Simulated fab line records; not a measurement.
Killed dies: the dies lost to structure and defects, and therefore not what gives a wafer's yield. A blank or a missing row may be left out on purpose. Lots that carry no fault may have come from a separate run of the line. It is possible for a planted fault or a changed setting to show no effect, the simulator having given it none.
fab line records	flow sfqLine
record lots=6	wafers=18	lastDay=91
route steps=325 shown I0@47 M1@58 I1@73 M2@88 M8@325
lots with no fault: from the same line, run without faults
startH: hours from the record's opening day to when the first of the lot's shown wafers began	waitH: how many hours have passed since the lot's step before this one	" same as the row above	L1.1+2: a row that stands for several wafers	- either no value or no given start	* or withheld: withheld	< > ~ a bound
route shown NAME@n: names a module that has steps shown in the file, with the first one's number in the route	usual: mean/standard deviation taken from wafers without a fault	same: alike in all rows	chamber/n: place in a boat	sites: the reading at each site	_std_site: the values' standard deviation	_edge_site: outer sites' mean less inner sites'	radiusMm: for every site, how far away it sits from the centre of the wafer	mask NAME#n: copy n	behind: the last tool/chamber to shape the wafer	hold: reason for holding the lot/hours on hold/outcome of the hold	device: the transistor (n, p or np) that didn't switch	end of line: tests of these same wafers at the route's end	a step without rows: its recipe alone	killed: the dies lost at the first sort to structure and to defects; this is not the yield of the wafer	map: dies across one wafer; x = killed, . = not, _ = none there
set.NAME: the setting that was run; set.NAME@STEP: the one run at that earlier step	model.NAME: the simulator's own value behind a step, which no gauge read
lots at some steps of the route; a table a step, a row a wafer
services: the hour from which a tool's chamber was out of use, counted from the record's first day as startH (under 0 if before that day), plus the number of hours and why
## steps
# step SFQ_TRILAYER_I0_VIA_LITHO_COAT_036
# recipe resist=BARC	spinRpm=3000	resistThkNm=62
# step SFQ_TRILAYER_I0_VIA_LITHO_COAT_031
# recipe resist=KrF	spinRpm=3000	resistThkNm=650
# step SFQ_TRILAYER_I0_VIA_LITHO_SOFTBAKE_035
# recipe tempC=withheld	timeS=withheld	resist=KrF
# step SFQ_TRILAYER_I0_VIA_LITHO_EXPOSE_032
# recipe maskId=I0	na=0.6	sourceShape=conventional	sigmaOuter=0.65	targetCdNm=500	doseMj=21.3
# step SFQ_TRILAYER_I0_VIA_LITHO_PEB_034
# recipe pebTempC=115	pebTimeS=60	resist=KrF
# step SFQ_TRILAYER_I0_VIA_LITHO_DEVELOP_033
# recipe timeS=60	resist=KrF
# step SFQ_I0_OVL_MEAS_908
# usual I0_OVL=1/4.6
lot.wafer	tool	chamber	startH	waitH	I0_OVL[nm]
L909.4	overlay-01	-	273.60	0.1	1
L909.5	"	-	"	"	6
L909.6	"	-	"	"	2
L913.2	overlay-02	-	304.50	0.1	4
L913.5	"	-	"	"	5
L913.6	"	-	"	"	1
L917.2	overlay-01	-	336.76	0.1	11
L917.4	"	-	"	"	1
L917.6	"	-	"	"	-1
L918.2	overlay-02	-	355.48	0.1	-6
L918.3	"	-	"	"	4
L918.4	"	-	"	"	4
L921.1	overlay-02	-	392.67	0.1	2
L921.2	"	-	"	"	-4
L921.5	"	-	"	"	1
L931.2	overlay-02	-	458.13	0.1	1
L931.3	"	-	"	"	-7
L931.4	"	-	"	"	4
# step SFQ_TRILAYER_I0_VIA_BARC_OPEN_VIA_ETCH_046
# recipe maskMaterial=PR	chemistry=O2	targetDepthNm=125	target=BARC	sourceW=500	biasW=80	pressureMtorr=30	timeS=41.7
# usual drypumpMotorCurrentA=5.9/0.4	oesProductAu=0.685/0.0046
lot.wafer	tool	chamber	startH	waitH	drypumpMotorCurrentA	oesProductAu	rfHoursCounterH
L909.4	rieDiel-02	2	273.62	0.0	6.5	0.690	118
L909.5	"	0	"	"	5.1	0.688	-
L909.6	"	3	"	"	6.1	0.687	-
L913.2	rieDiel-01	0	304.53	0.0	6.3	0.686	119
L913.5	"	2	"	"	5.9	0.685	-
L913.6	"	1	"	"	6.1	0.678	-
L917.2	rieDiel-02	2	336.79	0.0	6.5	0.682	119
L917.4	"	0	"	"	5.0	0.684	6
L917.6	"	1	"	"	5.7	0.680	-
L918.2	rieDiel-03	1	355.51	0.0	6.0	0.680	23
L918.3	"	0	"	"	6.4	0.683	90
L918.4	"	3	"	"	5.8	0.691	-
L921.1	rieDiel-01	3	392.71	0.0	6.1	0.674	21
L921.2	"	2	"	"	5.9	0.685	58
L921.5	"	2	"	"	5.9	0.692	-
L931.2	rieDiel-03	0	458.16	0.0	6.4	0.681	92
L931.3	"	1	"	"	6.0	0.692	24
L931.4	"	2	"	"	5.4	0.691	11
# step SFQ_TRILAYER_I0_VIA_ETCH_VIA_ETCH_034
# recipe target=SiO2	stopOn=Nb	maskMaterial=PR	taperDeg=20	chemistry=CHF3	targetDepthNm=260	sourceW=500	biasW=80	pressureMtorr=30	timeS=withheld
# step SFQ_TRILAYER_I0_VIA_STRIP_STRIP_035
# recipe gas=O2	powerW=200	platenTempC=40	overashFraction=0.65	chemistry=O2	pressureMtorr=50
# step SFQ_TRILAYER_I0_VIA_STRIP_SOLV_CLEAN_036
# recipe chemistry=NMP	tempC=70	timeS=600
# step SFQ_TRILAYER_M1_DEP_PRE_CLEAN_038
# recipe gas=Ar	timeS=22.5	biasV=250
# step SFQ_TRILAYER_M1_DEP_SPUTTER_037
# recipe material=Nb	basePressurePa=1.33e-06	chamberPressurePa=0.1333	substrateTempC=20	resputterCathodeVoltageV=400	targetThkNm=200	powerW=2000	timeS=133.3
# usual chamberPressurePa=0.1333/0.00029	substrateTempC=20.01/0.11	throttleValvePct=30.1/1.2
lot.wafer	tool	chamber	startH	waitH	chamberPressurePa	substrateTempC	throttleValvePct	model.Nb_of_TRILAYER_M1_DEP_SPUTTER_037.thkNm
L909.4	pvdSputter-06	-	274.59	0.0	0.13401	19.97	28.4	196.7
L909.5	"	-	"	"	0.13384	19.82	28.4	196.8
L909.6	"	-	"	"	0.13316	19.94	28.7	197.8
L913.2	pvdSputter-03	-	305.50	0.0	0.13332	20.12	28.5	205.1
L913.5	"	-	"	"	0.13271	19.86	28.6	203.8
L913.6	"	-	"	"	0.13317	19.92	29.9	202.3
L917.2	pvdSputter-06	-	337.76	0.0	0.13377	19.97	28.5	202
L917.4	"	-	"	"	0.13346	20.22	31.2	200.7
L917.6	"	-	"	"	0.1329	19.91	30.6	199.4
L918.2	pvdSputter-06	-	356.46	0.0	0.13304	19.94	30.7	202.1
L918.3	"	-	"	"	0.13276	19.95	28.4	201.4
L918.4	"	-	"	"	0.13342	19.95	30.7	199
L921.1	pvdSputter-05	-	393.91	0.0	0.13335	19.94	29.3	208.2
L921.2	"	-	"	"	0.13296	20.00	30.2	206.2
L921.5	"	-	"	"	0.13346	20.00	29.9	206.3
L931.2	pvdSputter-03	-	459.11	0.0	0.13339	20.07	28.1	198.5
L931.3	"	-	"	"	0.13335	20.06	28.8	198.5
L931.4	"	-	"	"	0.13359	19.78	29.8	197.2
# step SFQ_M1_RS_MEAS_909
# recipe thkMeasGauge=four-point-probe	reads=Nb_of_TRILAYER_M1_DEP_SPUTTER_037
# usual M1_NB_RS=0.888/0.012
lot.wafer	tool	chamber	startH	waitH	M1_NB_RS[ohm/sq]
L909.4	filmMetro-04	-	274.74	0.1	0.905
L909.5	"	-	"	"	0.904
L909.6	"	-	"	"	0.902
L913.2	filmMetro-02	-	305.61	0.1	0.867
L913.5	"	-	"	"	0.875
L913.6	"	-	"	"	0.882
L917.2	filmMetro-01	-	337.87	0.1	0.883
L917.4	"	-	"	"	0.888
L917.6	"	-	"	"	0.893
L918.2	filmMetro-02	-	356.58	0.1	0.880
L918.3	"	-	"	"	0.884
L918.4	"	-	"	"	0.895
L921.1	filmMetro-04	-	394.00	0.0	0.854
L921.2	"	-	"	"	0.865
L921.5	"	-	"	"	0.862
L931.2	filmMetro-01	-	459.23	0.1	0.897
L931.3	"	-	"	"	0.899
L931.4	"	-	"	"	0.903
# step SFQ_TRILAYER_M1_LITHO_COAT_044
# recipe resist=BARC	spinRpm=3000	resistThkNm=62
# step SFQ_TRILAYER_M1_LITHO_COAT_039
# recipe resist=KrF	spinRpm=3000	resistThkNm=600
# step SFQ_TRILAYER_M1_LITHO_SOFTBAKE_043
# recipe tempC=withheld	timeS=withheld	resist=KrF
# step SFQ_TRILAYER_M1_LITHO_EXPOSE_040
# recipe maskId=M1	na=0.6	sourceShape=conventional	sigmaOuter=0.65	targetCdNm=500	doseMj=14.4
# step SFQ_TRILAYER_M1_LITHO_PEB_042
# recipe pebTempC=115	pebTimeS=60	resist=KrF
# step SFQ_TRILAYER_M1_LITHO_DEVELOP_041
# recipe timeS=60	resist=KrF
# step SFQ_M1_OVL_MEAS_911
# usual M1_OVL=0/4.5
lot.wafer	tool	chamber	startH	waitH	M1_OVL[nm]
L909.4	overlay-01	-	394.03	0.1	0
L909.5	"	-	"	"	-1
L909.6	"	-	"	"	2
L913.2	overlay-01	-	421.73	0.1	-4
L913.5	"	-	"	"	-10
L913.6	"	-	"	"	2
L917.2	overlay-01	-	471.53	0.1	-1
L917.4	"	-	"	"	3
L917.6	"	-	"	"	0
L918.2	overlay-02	-	492.05	0.1	5
L918.3	"	-	"	"	0
L918.4	"	-	"	"	0
L921.1	overlay-02	-	541.50	0.1	9
L921.2	"	-	"	"	1
L921.5	"	-	"	"	6
L931.2	overlay-02	-	621.90	0.1	2
L931.3	"	-	"	"	3
L931.4	"	-	"	"	0
# step SFQ_TRILAYER_M1_BARC_OPEN_METAL_ETCH_054
# recipe maskMaterial=PR	chemistry=O2	targetDepthNm=125	target=BARC	icpW=600	biasW=80	pressureMtorr=10	timeS=41.7
# usual drypumpMotorCurrentA=5.4/0.51	oesProductAu=0.685/0.0046
lot.wafer	tool	chamber	startH	waitH	drypumpMotorCurrentA	oesProductAu	rfHoursCounterH
L909.4	rieMetal-02	1	394.07	0.0	4.8	0.680	-
L909.5	"	1	"	"	4.8	0.686	-
L909.6	"	0	"	"	5.7	0.681	-
L913.2	rieMetal-03	0	421.76	0.0	5.0	0.688	132
L913.5	"	1	"	"	6.2	0.685	-
L913.6	"	0	"	"	4.9	0.684	-
L917.2	rieMetal-04	1	471.56	0.0	5.0	0.681	76
L917.4	"	0	"	"	5.4	0.687	-
L917.6	"	0	"	"	5.4	0.680	-
L918.2	rieMetal-03	1	492.08	0.0	6.2	0.687	66
L918.3	"	1	"	"	6.3	0.687	-
L918.4	"	0	"	"	4.9	0.680	-
L921.1	rieMetal-02	0	541.53	0.0	5.7	0.686	33
L921.2	"	1	"	"	4.8	0.686	127
L921.5	"	0	"	"	5.7	0.677	-
L931.2	rieMetal-02	1	621.93	0.0	4.8	0.688	137
L931.3	"	0	"	"	5.7	0.681	-
L931.4	"	1	"	"	4.8	0.686	-
# step SFQ_TRILAYER_M1_ETCH_METAL_ETCH_042
# recipe target=Nb	stopOn=SiO2	maskMaterial=PR	chemistry=Cl2/Ar	targetDepthNm=240	icpW=622.8	biasW=80	pressureMtorr=10	timeS=120
# usual drypumpMotorCurrentA=5.4/0.51	oesProductAu=0.896/0.0085
lot.wafer	tool	chamber	startH	waitH	drypumpMotorCurrentA	oesProductAu	rfHoursCounterH	model.M1.featureDepthNm	model.etch.depthNm
L909.4	rieMetal-02	1	394.15	0.1	4.8	0.881	-	197.5	196.7
L909.5	"	1	"	"	4.8	0.894	-	197.5	196.8
L909.6	"	0	"	"	5.7	0.884	-	198.6	197.8
L913.2	rieMetal-03	0	421.82	0.0	5.0	0.916	133	205.9	205.1
L913.5	"	1	"	"	6.2	0.905	-	204.6	203.8
L913.6	"	0	"	"	5.0	0.901	-	203.1	202.3
L917.2	rieMetal-04	1	471.62	0.0	5.0	0.895	76	202.8	202
L917.4	"	0	"	"	5.4	0.893	-	201.5	200.7
L917.6	"	0	"	"	5.4	0.906	-	200.2	199.4
L918.2	rieMetal-03	1	492.14	0.0	6.2	0.893	66	202.8	202.1
L918.3	"	1	"	"	6.2	0.907	-	202.2	201.4
L918.4	"	0	"	"	5.0	0.896	-	199.8	199
L921.1	rieMetal-02	0	541.59	0.0	5.7	0.910	33	209	208.2
L921.2	"	1	"	"	4.8	0.904	127	207	206.2
L921.5	"	0	"	"	5.7	0.912	-	207	206.3
L931.2	rieMetal-02	1	621.99	0.0	4.8	0.894	137	199.3	198.5
L931.3	"	0	"	"	5.7	0.884	-	199.3	198.5
L931.4	"	1	"	"	4.8	0.890	-	197.9	197.2
# step SFQ_TRILAYER_M1_STRIP_STRIP_043
# recipe gas=O2	powerW=200	platenTempC=40	overashFraction=0.65	chemistry=O2	pressureMtorr=50
# usual drypumpMotorCurrentA=5.4/0.51	oesProductAu=0.998/0.011
lot.wafer	tool	chamber	startH	waitH	drypumpMotorCurrentA	oesProductAu	rfHoursCounterH
L909.4	rieMetal-02	1	394.43	0.2	4.8	0.985	-
L909.5	"	1	"	"	4.9	0.982	-
L909.6	"	0	"	"	5.7	0.997	-
L913.2	rieMetal-03	0	421.94	0.1	5.0	1.004	133
L913.5	"	1	"	"	6.2	1.011	-
L913.6	"	0	"	"	5.0	1.006	-
L917.2	rieMetal-04	1	471.74	0.1	4.9	0.998	76
L917.4	"	0	"	"	5.4	1.014	-
L917.6	"	0	"	"	5.4	1.010	-
L918.2	rieMetal-03	1	492.27	0.1	6.2	1.021	66
L918.3	"	1	"	"	6.2	1.017	-
L918.4	"	0	"	"	5.0	1.001	-
L921.1	rieMetal-02	0	541.72	0.1	5.7	0.982	33
L921.2	"	1	"	"	4.8	0.986	127
L921.5	"	0	"	"	5.7	0.984	-
L931.2	rieMetal-02	1	622.12	0.1	4.8	0.995	137
L931.3	"	0	"	"	5.7	0.989	-
L931.4	"	1	"	"	4.8	0.984	-
# step SFQ_TRILAYER_M1_STRIP_SOLV_CLEAN_044
# recipe chemistry=NMP	tempC=70	timeS=600
# step SFQ_TRILAYER_I1_DEP_PECVD_045
# recipe material=SiO2	tempC=150	timeS=111.11	pressureTorr=2.4	rfW=183.3	precursor=SiH4/N2O	targetThkNm=500
# usual heaterPowerOuterW=28/12	heaterPowerW=79/18	throttleValvePct=24.4/0.84
lot.wafer	tool	chamber	startH	waitH	heaterPowerOuterW	heaterPowerW	throttleValvePct
L909.4	pecvd-01	2	395.05	0.0	24	68	22.8
L909.5	"	0	"	"	33	85	24.0
L909.6	"	1	"	"	6	44	24.0
L913.2	pecvd-01	2	422.72	0.0	21	66	22.8
L913.5	"	0	"	"	33	85	24.1
L913.6	"	2	"	"	23	67	22.7
L917.2	pecvd-02	0	472.53	0.0	30	82	25.6
L917.4	"	0	"	"	31	85	25.7
L917.6	"	1	"	"	30	80	23.7
L918.2	pecvd-02	0	493.04	0.0	28	82	25.8
L918.3	"	1	"	"	32	82	23.7
L918.4	"	0	"	"	31	83	25.7
L921.1	pecvd-01	0	542.51	0.0	35	85	24.3
L921.2	"	2	"	"	20	62	23.2
L921.5	"	0	"	"	38	89	24.1
L931.2	pecvd-03	1	622.89	0.0	31	88	25.6
L931.3	"	0	"	"	44	103	25.5
L931.4	"	1	"	"	19	74	25.8
# step SFQ_TRILAYER_I1_CMP_CMP_046
# recipe material=SiO2	downForcePsi=3	platenRpm=60	padVelocityMS=0.94248
# step SFQ_I1_BOW_MEAS_912
# recipe mode=bow
# usual I1_BOW=0/8.5
lot.wafer	tool	chamber	startH	waitH	I1_BOW[um]
L909.4	filmMetro-03	-	398.15	2.1	10
L909.5	"	-	"	"	4
L909.6	"	-	"	"	6
L913.2	filmMetro-04	-	425.82	1.5	-6
L913.5	"	-	"	"	10
L913.6	"	-	"	"	-1
L917.2	filmMetro-01	-	475.63	2.5	-4
L917.4	"	-	"	"	-3
L917.6	"	-	"	"	0
L918.2	filmMetro-04	-	496.14	1.0	-18
L918.3	"	-	"	"	-5
L918.4	"	-	"	"	-11
L921.1	filmMetro-01	-	545.59	2.5	-6
L921.2	"	-	"	"	20
L921.5	"	-	"	"	-1
L931.2	filmMetro-04	-	636.19	1.5	0
L931.3	"	-	"	"	-17
L931.4	"	-	"	"	-3
# step SFQ_TRILAYER_I1_METRO_MEASURE_047
# usual thkNm=199.2/1.1
lot.wafer	tool	chamber	startH	waitH	thkNm
L909.4	filmMetro-03	-	398.81	0.6	198.8
L909.5	"	-	"	"	198.4
L909.6	"	-	"	"	198.7
L913.2	filmMetro-04	-	426.12	0.3	198.8
L913.5	"	-	"	"	197.6
L913.6	"	-	"	"	199.4
L917.2	filmMetro-01	-	475.93	0.3	197.2
L917.4	"	-	"	"	200.3
L917.6	"	-	"	"	198.5
L918.2	filmMetro-04	-	496.44	0.3	198.6
L918.3	"	-	"	"	198.2
L918.4	"	-	"	"	200.8
L921.1	filmMetro-01	-	545.71	0.1	199.5
L921.2	"	-	"	"	200.1
L921.5	"	-	"	"	198.0
L931.2	filmMetro-04	-	636.49	0.3	197.8
L931.3	"	-	"	"	198.9
L931.4	"	-	"	"	198.6
# step SFQ_TRILAYER_I1_VIA_LITHO_COAT_054
# recipe resist=BARC	spinRpm=3000	resistThkNm=62
# step SFQ_TRILAYER_I1_VIA_LITHO_COAT_049
# recipe resist=KrF	spinRpm=3051	resistThkNm=650
# step SFQ_TRILAYER_I1_VIA_LITHO_SOFTBAKE_053
# recipe tempC=withheld	timeS=withheld	resist=KrF
# step SFQ_TRILAYER_I1_VIA_LITHO_EXPOSE_050
# recipe maskId=I1	na=0.6	sourceShape=conventional	sigmaOuter=0.65	targetCdNm=500	doseMj=21.3
# step SFQ_TRILAYER_I1_VIA_LITHO_PEB_052
# recipe pebTempC=115	pebTimeS=60	resist=KrF
# step SFQ_TRILAYER_I1_VIA_LITHO_DEVELOP_051
# recipe timeS=60	resist=KrF
# step SFQ_I1_OVL_MEAS_913
# usual I1_OVL=2/5.2
lot.wafer	tool	chamber	startH	waitH	I1_OVL[nm]
L909.4	overlay-02	-	552.31	0.1	5
L909.5	"	-	"	"	9
L909.6	"	-	"	"	0
L913.2	overlay-02	-	590.70	0.1	8
L913.5	"	-	"	"	0
L913.6	"	-	"	"	4
L917.2	overlay-01	-	636.43	0.1	-7
L917.4	"	-	"	"	2
L917.6	"	-	"	"	-4
L918.2	overlay-02	-	657.15	0.1	5
L918.3	"	-	"	"	5
L918.4	"	-	"	"	0
L921.1	overlay-01	-	705.39	0.1	0
L921.2	"	-	"	"	2
L921.5	"	-	"	"	8
L931.2	overlay-01	-	790.76	0.1	0
L931.3	"	-	"	"	3
L931.4	"	-	"	"	1
# step SFQ_TRILAYER_I1_VIA_BARC_OPEN_VIA_ETCH_071
# recipe maskMaterial=PR	chemistry=O2	targetDepthNm=125	target=BARC	sourceW=500	biasW=80	pressureMtorr=30	timeS=41.7
# step SFQ_TRILAYER_I1_VIA_ETCH_VIA_ETCH_052
# recipe target=SiO2	stopOn=Nb	maskMaterial=PR	taperDeg=20	chemistry=CHF3	targetDepthNm=260	sourceW=500	biasW=80	pressureMtorr=30	timeS=withheld
# step SFQ_TRILAYER_I1_VIA_STRIP_STRIP_053
# recipe gas=O2	powerW=200	platenTempC=40	overashFraction=0.65	chemistry=O2	pressureMtorr=50
# step SFQ_TRILAYER_I1_VIA_STRIP_SOLV_CLEAN_054
# recipe chemistry=NMP	tempC=70	timeS=600
# step SFQ_TRILAYER_M2_DEP_PRE_CLEAN_056
# recipe gas=Ar	timeS=22.5	biasV=250
# step SFQ_M8_BOW_MEAS_951
# recipe mode=bow
# usual M8_BOW=8/12
lot.wafer	tool	chamber	startH	waitH	M8_BOW[um]	model.etest.m1.ohmUm	model.etest.i0.linkOhm	model.etest.m1.ohmSq
L909.4	filmMetro-04	-	1913.84	0.1	1	1.815	1.962	0.9052
L909.5	"	-	"	"	-4	1.816	1.964	0.9048
L909.6	"	-	"	"	-2	1.813	1.959	0.9
L913.2	filmMetro-02	-	1935.40	0.0	-1	1.735	1.942	0.868
L913.5	"	-	"	"	17	1.743	1.95	0.8736
L913.6	"	-	"	"	5	1.762	1.964	0.8799
L917.2	filmMetro-03	-	1984.60	0.0	11	1.764	1.94	0.8813
L917.4	"	-	"	"	12	1.776	1.955	0.8871
L917.6	"	-	"	"	15	1.783	1.963	0.8928
L918.2	filmMetro-04	-	1997.61	0.0	-7	1.764	1.953	0.8812
L918.3	"	-	"	"	8	1.768	1.966	0.8841
L918.4	"	-	"	"	1	1.797	1.98	0.8947
L921.1	filmMetro-02	-	2015.50	0.0	-3	1.716	1.932	0.8552
L921.2	"	-	"	"	23	1.731	1.939	0.8635
L921.5	"	-	"	"	0	1.738	1.938	0.8632
L931.2	filmMetro-02	-	2191.07	0.0	7	1.792	1.965	0.8968
L931.3	"	-	"	"	-9	1.8	1.95	0.8968
L931.4	"	-	"	"	4	1.798	1.975	0.9031
## services
tool	chamber	startH	hours	kind
rieMetal-04	0	305.99	1.0	repair
filmMetro-04	-	313.46	1.3	pm
pvdSputter-06	-	314.02	8.9	repair
filmMetro-04	-	324.29	0.2	pm
filmMetro-04	-	327.56	0.5	pm
pvdSputter-06	-	352.81	3.0	repair
filmMetro-04	-	355.20	2.7	repair
rieMetal-04	-	358.59	2.8	pm
pecvd-01	1	371.44	7.1	repair
rieMetal-02	0	384.84	5.2	repair
pvdSputter-06	-	427.72	4.0	repair
filmMetro-04	-	428.48	1.3	pm
pvdSputter-06	-	465.08	1.1	repair
rieMetal-04	-	468.62	0.7	repair
pecvd-01	-	482.45	2.8	pm
rieMetal-03	0	510.16	6.1	repair
pecvd-01	2	526.83	6.1	repair
pecvd-01	-	536.67	3.9	repair
pecvd-01	-	538.13	1.7	repair
pvdSputter-06	-	540.24	9.1	repair
filmMetro-04	-	569.29	0.5	pm
filmMetro-04	-	572.56	1.3	pm
pecvd-01	0	579.02	3.9	repair
rieMetal-02	0	635.68	17.1	repair
## key
firstSign none at tools or gauges
modelEffect step=SFQ_TRILAYER_M1_DEP_SPUTTER_037	value=Nb_of_TRILAYER_M1_DEP_SPUTTER_037.thkNm	without=204	struck=199.2
modelEffect step=SFQ_TRILAYER_M1_ETCH_METAL_ETCH_042	value=M1.featureDepthNm	without=204.8	struck=200
modelEffect step=SFQ_M8_BOW_MEAS_951	value=etest.m1.ohmUm	without=1.748	struck=1.79
metAt SFQ_TRILAYER_M1_DEP_SPUTTER_037
struckWafers L917.6,L918.4
fault kind=processParameterDrift	tool=pvdSputter-06	chamber=-	onsetH=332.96	steps=SFQ_TRILAYER_M1_DEP_SPUTTER_037	channel=timeS	offset=*	shape=step	endH=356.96	actsIn=*	stated=*	scope=struckWafersOnly
